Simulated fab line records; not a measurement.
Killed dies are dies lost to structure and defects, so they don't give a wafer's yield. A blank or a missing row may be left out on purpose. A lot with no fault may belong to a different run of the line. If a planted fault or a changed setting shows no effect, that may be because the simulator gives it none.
fab line records	flow sfq_line
record: lots: 6	wafers: 17	last_day: 82
route steps=325 shown L0V@17 M0@28 I0@43 M1@58 M8@325
lots untouched by any fault: they come from a run of this same line in which no faults occurred
start_h: the number of hours between the record's first day and the start of the first shown wafer of the lot	wait_h: how many hours have passed since the lot's step before this one	" as in the row above	L1.1+2: several wafers, shown together as one row	- value missing, or start not given	* or withheld: withheld	< > ~ a bound
route shown NAME@n: NAME is a module with steps in the file, n the number in the route of the first one	usual: the fault-free wafers' mean and standard deviation	same: alike in all rows	chamber/n: place in a boat	sites: each site's reading	_std_site: the values' standard deviation	_edge_site: outer sites' mean less inner sites'	radius_mm: how far each site lies from the wafer's centre	mask NAME#n: copy n	behind: the last tool/chamber to shape the wafer	hold: why the lot was held/for how many hours/how that ended	device: the n, p or np transistor that did not switch	end of line: tests run on the same wafers once the route is complete	a step with no rows: only its recipe	killed: count of dies lost to structure and defects at first sort (not the wafer's yield)	map: per-die view of a wafer (x killed, . not killed, _ where there is no die)
set.NAME: the setting that was run; set.NAME@STEP: the one run at that earlier step	model.NAME: the simulator's own value behind a step, which no gauge read
lots at selected steps of the route; one table per step, one row per wafer
services: the hour from which a tool's chamber was out of use, counted from the record's first day as start_h (under 0 if before that day), plus the number of hours and why
== steps ==
step: SFQ_TRILAYER_L0_VIA_LITHO_COAT_018
recipe: resist: BARC	spin_rpm: 3000	resist_thk_nm: 62
step: SFQ_TRILAYER_L0_VIA_LITHO_COAT_013
recipe: resist: KrF	spin_rpm: 3000	resist_thk_nm: 650
step: SFQ_TRILAYER_L0_VIA_LITHO_SOFTBAKE_017
recipe: temp_c: withheld	time_s: withheld	resist: KrF
step: SFQ_TRILAYER_L0_VIA_LITHO_EXPOSE_014
recipe: mask_id: L0V	na: 0.6	source_shape: conventional	sigma_outer: 0.65	target_cd_nm: 700	dose_mj: 21.3
step: SFQ_TRILAYER_L0_VIA_LITHO_PEB_016
recipe: peb_temp_c: 115	peb_time_s: 60	resist: KrF
step: SFQ_TRILAYER_L0_VIA_LITHO_DEVELOP_015
recipe: time_s: 60	resist: KrF
step: SFQ_L0V_OVL_MEAS_903
usual: L0V_OVL: 1/6.3
lot.wafer	tool	chamber	start_h	wait_h	L0V_OVL[nm]
L850.2	overlay-02	-	154.63	0.1	-13
L850.3	"	-	"	"	-8
L850.5	"	-	"	"	-5
L856.2	overlay-01	-	204.93	0.1	6
L856.3	"	-	"	"	-4
L856.4	"	-	"	"	6
L863.4	overlay-01	-	252.60	0.1	1
L863.6	"	-	"	"	-1
L868.2	overlay-02	-	289.82	0.1	-3
L868.3	"	-	"	"	4
L868.4	"	-	"	"	-2
L869.2	overlay-02	-	297.49	0.1	8
L869.3	"	-	"	"	0
L869.5	"	-	"	"	0
L870.2	overlay-02	-	304.69	0.1	4
L870.4	"	-	"	"	3
L870.6	"	-	"	"	1
step: SFQ_TRILAYER_L0_VIA_BARC_OPEN_VIA_ETCH_021
recipe: mask_material: PR	chemistry: O2	target_depth_nm: 125	target: BARC	source_w: 500	bias_w: 80	pressure_mtorr: 30	time_s: 41.7
step: SFQ_TRILAYER_L0_VIA_ETCH_VIA_ETCH_016
recipe: target: SiO2	stop_on: MoNx_KI	mask_material: PR	chemistry: CHF3	target_depth_nm: 80	source_w: 500	bias_w: 80	pressure_mtorr: 30	time_s: withheld
usual: bias_w: 79.97/0.26	drypump_motor_current_A: 5.8/0.35	oes_product_au: 0.841/0.0078
lot.wafer	tool	chamber	start_h	wait_h	bias_w	drypump_motor_current_A	oes_product_au
L850.2	rie_diel-01	1	154.70	0.0	79.83	5.4	0.839
L850.3	"	0	"	"	79.63	6.0	0.829
L850.5	"	1	"	"	80.41	5.4	0.846
L856.2	rie_diel-01	2	205.00	0.0	79.76	6.0	0.842
L856.3	"	1	"	"	79.98	5.4	0.842
L856.4	"	3	"	"	80.39	5.9	0.843
L863.4	rie_diel-04	3	252.66	0.0	80.57	5.6	0.841
L863.6	"	3	"	"	80.23	5.6	0.838
L868.2	rie_diel-01	2	289.89	0.0	79.60	6.0	0.837
L868.3	"	3	"	"	79.57	6.0	0.836
L868.4	"	0	"	"	79.93	6.0	0.845
L869.2	rie_diel-03	2	297.56	0.0	79.85	5.7	0.831
L869.3	"	1	"	"	80.15	6.8	0.838
L869.5	"	1	"	"	80.30	6.7	0.859
L870.2	rie_diel-04	0	304.76	0.0	79.98	5.1	0.835
L870.4	"	1	"	"	79.94	6.0	0.854
L870.6	"	2	"	"	80.31	6.0	0.847
step: SFQ_TRILAYER_L0_VIA_STRIP_STRIP_017
recipe: gas: O2	power_w: 200	platen_temp_c: 40	overash_fraction: 0.65	chemistry: O2	pressure_mtorr: 50
usual: drypump_motor_current_A: 5.6/0.37	oes_product_au: 0.993/0.015	platen_temp_c: 40.02/0.11
lot.wafer	tool	chamber	start_h	wait_h	drypump_motor_current_A	oes_product_au	platen_temp_c	rf_hours_counter_h
L850.2	rie_metal-03	1	154.75	-	5.7	0.992	39.99	171
L850.3	"	1	"	"	5.7	0.996	39.95	-
L850.5	"	0	"	"	5.0	1.018	39.99	-
L856.2	rie_metal-03	0	205.05	-	5.0	1.004	40.01	186
L856.3	"	0	"	"	5.0	1.017	40.00	-
L856.4	"	1	"	"	5.7	0.999	40.02	-
L863.4	rie_metal-02	0	253.31	-	5.6	1.011	39.91	-
L863.6	"	0	"	"	5.6	1.005	39.81	-
L868.2	rie_metal-02	1	289.93	-	5.9	0.987	40.02	35
L868.3	"	1	"	"	5.9	0.990	40.23	-
L868.4	"	0	"	"	5.7	0.983	39.98	-
L869.2	rie_metal-01	0	297.81	-	5.3	0.985	40.21	-
L869.3	"	0	"	"	5.3	0.973	40.07	-
L869.5	"	0	"	"	5.3	0.991	40.00	-
L870.2	rie_metal-02	0	304.81	-	5.7	0.978	40.04	22
L870.4	"	1	"	"	5.9	0.989	40.18	-
L870.6	"	1	"	"	5.9	0.995	40.04	-
step: SFQ_TRILAYER_L0_VIA_STRIP_SOLV_CLEAN_018
recipe: chemistry: NMP	temp_c: 70	time_s: 600
step: SFQ_TRILAYER_M0_DEP_PRE_CLEAN_020
recipe: gas: Ar	time_s: 15	bias_v: 250
step: SFQ_TRILAYER_M0_DEP_SPUTTER_019
recipe: material: Nb	base_pressure_pa: 1.33e-06	chamber_pressure_pa: 0.1333	substrate_temp_c: 20	resputter_cathode_voltage_v: 400	target_thk_nm: 200	power_w: 2000	time_s: 133.3
usual: throttle_valve_pct: 30.0/1.3
lot.wafer	tool	chamber	start_h	wait_h	throttle_valve_pct	model.Nb_of_TRILAYER_M0_DEP_SPUTTER_019.thk_nm
L850.2	pvd_sputter-03	-	155.55	0.0	28.3	196
L850.3	"	-	"	"	31.8	196.2
L850.5	"	-	"	"	28.7	195.8
L856.2	pvd_sputter-05	-	205.85	0.0	30.9	205.4
L856.3	"	-	"	"	30.3	201.7
L856.4	"	-	"	"	32.0	201.8
L863.4	pvd_sputter-05	-	254.11	0.0	30.4	203.9
L863.6	"	-	"	"	30.3	196.6
L868.2	pvd_sputter-05	-	290.73	0.0	31.8	201.7
L868.3	"	-	"	"	30.9	204.2
L868.4	"	-	"	"	30.2	205.5
L869.2	pvd_sputter-03	-	299.01	0.0	29.9	200.9
L869.3	"	-	"	"	31.7	197.8
L869.5	"	-	"	"	30.1	200
L870.2	pvd_sputter-03	-	305.61	0.0	29.9	198.3
L870.4	"	-	"	"	28.7	197.8
L870.6	"	-	"	"	29.9	198.2
step: SFQ_M0_RS_MEAS_904
recipe: thk_meas_gauge: four-point-probe	reads: Nb_of_TRILAYER_M0_DEP_SPUTTER_019
usual: M0_NB_RS: 0.891/0.012
lot.wafer	tool	chamber	start_h	wait_h	M0_NB_RS[ohm/sq]
L850.2	film_metro-02	-	155.66	0.1	0.909
L850.3	"	-	"	"	0.907
L850.5	"	-	"	"	0.910
L856.2	film_metro-01	-	205.96	0.1	0.865
L856.3	"	-	"	"	0.883
L856.4	"	-	"	"	0.882
L863.4	film_metro-03	-	254.26	0.1	0.875
L863.6	"	-	"	"	0.907
L868.2	film_metro-03	-	290.85	0.1	0.884
L868.3	"	-	"	"	0.873
L868.4	"	-	"	"	0.866
L869.2	film_metro-01	-	299.12	0.1	0.886
L869.3	"	-	"	"	0.901
L869.5	"	-	"	"	0.889
L870.2	film_metro-03	-	305.72	0.1	0.897
L870.4	"	-	"	"	0.902
L870.6	"	-	"	"	0.899
step: SFQ_TRILAYER_M0_LITHO_COAT_026
recipe: resist: BARC	spin_rpm: 3000	resist_thk_nm: 62
step: SFQ_TRILAYER_M0_LITHO_COAT_021
recipe: resist: KrF	spin_rpm: 3000	resist_thk_nm: 600
step: SFQ_TRILAYER_M0_LITHO_SOFTBAKE_025
recipe: temp_c: withheld	time_s: withheld	resist: KrF
step: SFQ_TRILAYER_M0_LITHO_EXPOSE_022
recipe: mask_id: M0	na: 0.6	source_shape: conventional	sigma_outer: 0.65	target_cd_nm: 500	dose_mj: 14.4
step: SFQ_TRILAYER_M0_LITHO_PEB_024
recipe: peb_temp_c: 115	peb_time_s: 60	resist: KrF
step: SFQ_TRILAYER_M0_LITHO_DEVELOP_023
recipe: time_s: 60	resist: KrF
step: SFQ_M0_OVL_MEAS_906
usual: M0_OVL: -6/6.9
lot.wafer	tool	chamber	start_h	wait_h	M0_OVL[nm]
L850.2	overlay-02	-	257.39	0.1	-6
L850.3	"	-	"	"	-8
L850.5	"	-	"	"	-6
L856.2	overlay-01	-	302.29	0.1	-6
L856.3	"	-	"	"	-6
L856.4	"	-	"	"	-8
L863.4	overlay-02	-	365.66	0.1	5
L863.6	"	-	"	"	-2
L868.2	overlay-01	-	420.01	0.1	-2
L868.3	"	-	"	"	-11
L868.4	"	-	"	"	-7
L869.2	overlay-02	-	433.21	0.1	-1
L869.3	"	-	"	"	-7
L869.5	"	-	"	"	-4
L870.2	overlay-02	-	439.21	0.1	-14
L870.4	"	-	"	"	-9
L870.6	"	-	"	"	-11
step: SFQ_TRILAYER_M0_BARC_OPEN_METAL_ETCH_031
recipe: mask_material: PR	chemistry: O2	target_depth_nm: 125	target: BARC	icp_w: 600	bias_w: 80	pressure_mtorr: 10	time_s: 41.7
usual: bias_w: 80.01/0.28	drypump_motor_current_A: 5.55/0.28	oes_product_au: 0.685/0.0044
lot.wafer	tool	chamber	start_h	wait_h	bias_w	drypump_motor_current_A	oes_product_au	rf_hours_counter_h
L850.2	rie_metal-01	0	257.42	0.0	80.18	5.34	0.685	94
L850.3	"	1	"	"	79.80	6.08	0.683	-
L850.5	"	1	"	"	80.10	6.08	0.682	-
L856.2	rie_metal-01	0	302.34	0.0	79.54	5.34	0.683	-
L856.3	"	0	"	"	79.88	5.33	0.691	-
L856.4	"	0	"	"	79.27	5.34	0.688	-
L863.4	rie_metal-01	0	365.74	0.1	80.68	5.35	0.693	-
L863.6	"	0	"	"	80.58	5.36	0.684	-
L868.2	rie_metal-02	1	420.04	0.0	79.86	5.87	0.688	51
L868.3	"	1	"	"	80.14	5.89	0.690	-
L868.4	"	0	"	"	79.54	5.64	0.685	-
L869.2	rie_metal-04	0	433.24	0.0	79.76	5.51	0.686	37
L869.3	"	0	"	"	80.09	5.51	0.681	-
L869.5	"	1	"	"	80.09	5.20	0.689	-
L870.2	rie_metal-02	0	439.24	0.0	80.22	5.64	0.690	39
L870.4	"	0	"	"	80.10	5.62	0.683	-
L870.6	"	0	"	"	79.74	5.64	0.691	-
step: SFQ_TRILAYER_M0_ETCH_METAL_ETCH_024
recipe: target: Nb	stop_on: SiO2	mask_material: PR	chemistry: Cl2/Ar	target_depth_nm: 240	icp_w: 600	bias_w: 80	pressure_mtorr: 10	time_s: 120
usual: bias_w: 80.02/0.23	drypump_motor_current_A: 5.55/0.28	oes_product_au: 0.894/0.0087
lot.wafer	tool	chamber	start_h	wait_h	bias_w	drypump_motor_current_A	oes_product_au	rf_hours_counter_h	model.etch.depth_nm	model.M0.feature_depth_nm
L850.2	rie_metal-01	0	257.48	0.0	79.95	5.35	0.884	94	196	196
L850.3	"	1	"	"	79.67	6.11	0.887	-	196.2	196.2
L850.5	"	1	"	"	80.11	6.12	0.887	-	195.8	195.8
L856.2	rie_metal-01	0	302.49	0.1	79.88	5.34	0.909	-	205.4	205.4
L856.3	"	0	"	"	79.79	5.37	0.901	-	201.7	201.7
L856.4	"	0	"	"	80.15	5.35	0.903	-	201.8	201.8
L863.4	rie_metal-01	0	365.93	0.2	80.06	5.34	0.902	-	203.9	203.9
L863.6	"	0	"	"	80.20	5.34	0.892	-	196.6	196.6
L868.2	rie_metal-02	1	420.10	0.0	79.88	5.89	0.895	51	201.7	201.7
L868.3	"	1	"	"	79.88	5.88	0.914	-	204.2	204.2
L868.4	"	0	"	"	80.16	5.64	0.904	-	205.5	205.5
L869.2	rie_metal-04	0	433.30	0.0	79.87	5.48	0.887	37	200.9	200.9
L869.3	"	0	"	"	80.09	5.52	0.881	-	197.8	197.8
L869.5	"	1	"	"	80.23	5.18	0.904	-	200	200
L870.2	rie_metal-02	0	439.30	0.0	79.68	5.64	0.886	39	198.3	198.3
L870.4	"	0	"	"	79.67	5.63	0.888	-	197.8	197.8
L870.6	"	0	"	"	79.72	5.65	0.892	-	198.2	198.2
step: SFQ_TRILAYER_M0_STRIP_STRIP_025
recipe: gas: O2	power_w: 200	platen_temp_c: 40	overash_fraction: 0.65	chemistry: O2	pressure_mtorr: 50
usual: drypump_motor_current_A: 5.55/0.28	oes_product_au: 0.998/0.015	platen_temp_c: 39.98/0.1
lot.wafer	tool	chamber	start_h	wait_h	drypump_motor_current_A	oes_product_au	platen_temp_c	rf_hours_counter_h
L850.2	rie_metal-01	0	257.61	0.1	5.34	0.974	39.81	95
L850.3	"	1	"	"	6.10	0.984	40.12	-
L850.5	"	1	"	"	6.11	1.000	40.21	-
L856.2	rie_metal-01	0	302.89	0.4	5.35	0.976	39.91	-
L856.3	"	0	"	"	5.33	0.983	39.89	-
L856.4	"	0	"	"	5.36	0.979	39.95	-
L863.4	rie_metal-01	0	366.65	0.7	5.36	0.976	39.89	-
L863.6	"	0	"	"	5.36	0.969	39.96	-
L868.2	rie_metal-02	1	420.23	0.1	5.89	0.993	39.96	52
L868.3	"	1	"	"	5.90	1.001	39.94	-
L868.4	"	0	"	"	5.64	0.981	40.13	-
L869.2	rie_metal-04	0	433.43	0.1	5.52	1.009	40.23	37
L869.3	"	0	"	"	5.51	1.008	40.00	-
L869.5	"	1	"	"	5.19	1.016	39.97	-
L870.2	rie_metal-02	0	439.43	0.1	5.63	0.992	39.97	39
L870.4	"	0	"	"	5.64	0.988	40.03	-
L870.6	"	0	"	"	5.64	1.000	40.02	-
step: SFQ_TRILAYER_M0_STRIP_SOLV_CLEAN_026
recipe: chemistry: NMP	temp_c: 70	time_s: 600
step: SFQ_TRILAYER_I0_DEP_PECVD_027
recipe: material: SiO2	temp_c: 150	time_s: 111.11	pressure_torr: 2.4	rf_w: 183.3	precursor: SiH4/N2O	target_thk_nm: 500
step: SFQ_TRILAYER_I0_CMP_CMP_028
recipe: material: SiO2	down_force_psi: 3	platen_rpm: 60	pad_velocity_m_s: 0.94248
step: SFQ_I0_BOW_MEAS_907
recipe: mode: bow
usual: I0_BOW: 1/7.2
lot.wafer	tool	chamber	start_h	wait_h	I0_BOW[um]
L850.2	film_metro-04	-	261.48	1.5	-4
L850.3	"	-	"	"	-13
L850.5	"	-	"	"	-11
L856.2	film_metro-04	-	307.17	1.5	-3
L856.3	"	-	"	"	6
L856.4	"	-	"	"	0
L863.4	film_metro-04	-	370.56	2.1	17
L863.6	"	-	"	"	10
L868.2	film_metro-03	-	424.72	1.5	7
L868.3	"	-	"	"	0
L868.4	"	-	"	"	17
L869.2	film_metro-01	-	437.30	2.5	7
L869.3	"	-	"	"	5
L869.5	"	-	"	"	4
L870.2	film_metro-01	-	443.53	2.2	0
L870.4	"	-	"	"	-3
L870.6	"	-	"	"	7
step: SFQ_TRILAYER_I0_METRO_MEASURE_029
step: SFQ_TRILAYER_I0_VIA_LITHO_COAT_036
recipe: resist: BARC	spin_rpm: 3000	resist_thk_nm: 62
step: SFQ_TRILAYER_I0_VIA_LITHO_COAT_031
recipe: resist: KrF	spin_rpm: 3000	resist_thk_nm: 650
step: SFQ_TRILAYER_I0_VIA_LITHO_SOFTBAKE_035
recipe: temp_c: withheld	time_s: withheld	resist: KrF
step: SFQ_TRILAYER_I0_VIA_LITHO_EXPOSE_032
recipe: mask_id: I0	na: 0.6	source_shape: conventional	sigma_outer: 0.65	target_cd_nm: 500	dose_mj: 21.3
step: SFQ_TRILAYER_I0_VIA_LITHO_PEB_034
recipe: peb_temp_c: 115	peb_time_s: 60	resist: KrF
step: SFQ_TRILAYER_I0_VIA_LITHO_DEVELOP_033
recipe: time_s: 60	resist: KrF
step: SFQ_I0_OVL_MEAS_908
usual: I0_OVL: -1/4.4
lot.wafer	tool	chamber	start_h	wait_h	I0_OVL[nm]
L850.2	overlay-01	-	369.38	0.1	-1
L850.3	"	-	"	"	-2
L850.5	"	-	"	"	6
L856.2	overlay-02	-	445.21	0.1	4
L856.3	"	-	"	"	5
L856.4	"	-	"	"	3
L863.4	overlay-02	-	506.55	0.1	-2
L863.6	"	-	"	"	-5
L868.2	overlay-02	-	579.34	0.1	-1
L868.3	"	-	"	"	-4
L868.4	"	-	"	"	4
L869.2	overlay-02	-	596.26	0.1	6
L869.3	"	-	"	"	3
L869.5	"	-	"	"	2
L870.2	overlay-02	-	601.06	0.1	-4
L870.4	"	-	"	"	1
L870.6	"	-	"	"	0
step: SFQ_TRILAYER_I0_VIA_BARC_OPEN_VIA_ETCH_046
recipe: mask_material: PR	chemistry: O2	target_depth_nm: 125	target: BARC	source_w: 500	bias_w: 80	pressure_mtorr: 30	time_s: 41.7
step: SFQ_TRILAYER_I0_VIA_ETCH_VIA_ETCH_034
recipe: target: SiO2	stop_on: Nb	mask_material: PR	taper_deg: 20	chemistry: CHF3	target_depth_nm: 260	source_w: 500	bias_w: 80	pressure_mtorr: 30	time_s: withheld
step: SFQ_TRILAYER_I0_VIA_STRIP_STRIP_035
recipe: gas: O2	power_w: 200	platen_temp_c: 40	overash_fraction: 0.65	chemistry: O2	pressure_mtorr: 50
usual: drypump_motor_current_A: 5.6/0.37	oes_product_au: 0.995/0.013	platen_temp_c: 39.99/0.12
lot.wafer	tool	chamber	start_h	wait_h	drypump_motor_current_A	oes_product_au	platen_temp_c	rf_hours_counter_h
L850.2	rie_metal-04	0	369.56	-	5.5	1.018	40.03	26
L850.3	"	1	"	"	5.2	1.013	39.79	-
L850.5	"	0	"	"	5.5	1.014	40.11	-
L856.2	rie_metal-03	1	445.39	-	5.7	0.996	40.01	24
L856.3	"	1	"	"	5.7	0.993	39.89	-
L856.4	"	0	"	"	5.0	1.009	40.17	-
L863.4	rie_metal-01	1	506.92	-	6.0	1.004	40.00	-
L863.6	"	1	"	"	6.0	0.989	40.06	-
L868.2	rie_metal-03	1	579.52	-	5.7	0.996	40.19	43
L868.3	"	0	"	"	5.0	1.019	40.04	-
L868.4	"	1	"	"	5.7	0.971	39.90	-
L869.2	rie_metal-03	1	596.44	-	5.7	0.984	40.01	44
L869.3	"	0	"	"	5.0	1.016	40.05	-
L869.5	"	1	"	"	5.7	0.977	39.91	-
L870.2	rie_metal-01	1	601.44	-	6.1	0.989	39.77	-
L870.4	"	1	"	"	6.1	0.992	39.78	-
L870.6	"	1	"	"	6.1	0.987	39.67	-
step: SFQ_TRILAYER_I0_VIA_STRIP_SOLV_CLEAN_036
recipe: chemistry: NMP	temp_c: 70	time_s: 600
step: SFQ_TRILAYER_M1_DEP_PRE_CLEAN_038
recipe: gas: Ar	time_s: 22.5	bias_v: 250
step: SFQ_M8_BOW_MEAS_951
recipe: mode: bow
usual: M8_BOW: 10/13
lot.wafer	tool	chamber	start_h	wait_h	M8_BOW[um]	model.etest.m0.ohm_um	model.etest.m0.ohm_sq
L850.2	film_metro-04	-	1632.29	0.0	-7	1.813	0.9083
L850.3	"	-	"	"	-17	1.828	0.9076
L850.5	"	-	"	"	-14	1.828	0.9097
L856.2	film_metro-01	-	1846.53	0.0	-2	1.728	0.8668
L856.3	"	-	"	"	5	1.761	0.8827
L856.4	"	-	"	"	0	1.765	0.8824
L863.4	film_metro-01	-	1906.65	0.1	28	1.738	0.8731
L863.6	"	-	"	"	21	1.804	0.9058
L868.2	film_metro-04	-	1934.18	0.0	25	1.772	0.8831
L868.3	"	-	"	"	18	1.743	0.872
L868.4	"	-	"	"	34	1.745	0.8665
L869.2	film_metro-03	-	1975.97	0.0	33	1.786	0.8862
L869.3	"	-	"	"	33	1.812	0.9003
L869.5	"	-	"	"	31	1.794	0.8905
L870.2	film_metro-01	-	1977.18	0.0	6	1.794	0.8981
L870.4	"	-	"	"	3	1.802	0.9002
L870.6	"	-	"	"	14	1.796	0.8984
== services ==
tool	chamber	start_h	hours	kind
rie_metal-03	-	151.01	0.2	repair
rie_diel-01	0	203.65	8.6	repair
rie_diel-01	2	206.35	21.2	repair
rie_metal-02	1	214.58	39.9	repair
rie_metal-03	1	242.45	19.5	repair
rie_metal-01	0	279.19	10.5	repair
rie_metal-03	-	284.16	3.1	repair
rie_diel-01	-	292.60	0.1	repair
rie_metal-04	0	296.73	3.4	repair
pvd_sputter-03	-	310.75	8.5	repair
rie_diel-01	3	336.58	8.8	repair
rie_metal-01	-	341.61	12.1	repair
rie_metal-01	1	346.13	21.6	repair
rie_metal-02	-	367.07	14.6	pm
rie_diel-01	2	374.45	10.8	repair
rie_metal-03	0	412.41	23.6	repair
rie_metal-04	-	480.13	0.2	repair
rie_metal-04	-	494.38	1.7	repair
rie_diel-01	0	512.66	3.9	repair
rie_metal-02	-	526.85	2.8	pm
rie_diel-01	-	559.22	2.8	pm
rie_metal-01	-	572.97	0.3	repair
rie_metal-02	-	578.29	0.3	repair
pvd_sputter-03	-	590.13	4.4	repair
== key ==
first_sign none at tools or gauges
model_effect: step: SFQ_TRILAYER_M0_DEP_SPUTTER_019	value: Nb_of_TRILAYER_M0_DEP_SPUTTER_019.thk_nm	without: 198.8	struck: 204.7
model_effect: step: SFQ_TRILAYER_M0_ETCH_METAL_ETCH_024	value: etch.depth_nm	without: 198.8	struck: 204.7
model_effect: step: SFQ_M8_BOW_MEAS_951	value: etest.m0.ohm_um	without: 1.793	struck: 1.741
met_at SFQ_TRILAYER_M0_DEP_SPUTTER_019
struck_wafers L863.4,L868.4
onset_between 205.85 254.11
fault: kind: process_parameter_drift	tool: pvd_sputter-05	chamber: -	onset_h: 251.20	steps: SFQ_TRILAYER_M0_DEP_SPUTTER_019	channel: target_thk_nm	offset: 5.8872	shape: step	end_h: 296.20	scope: struck_wafers_only	acts_in: these_recipes_only	stated: 200
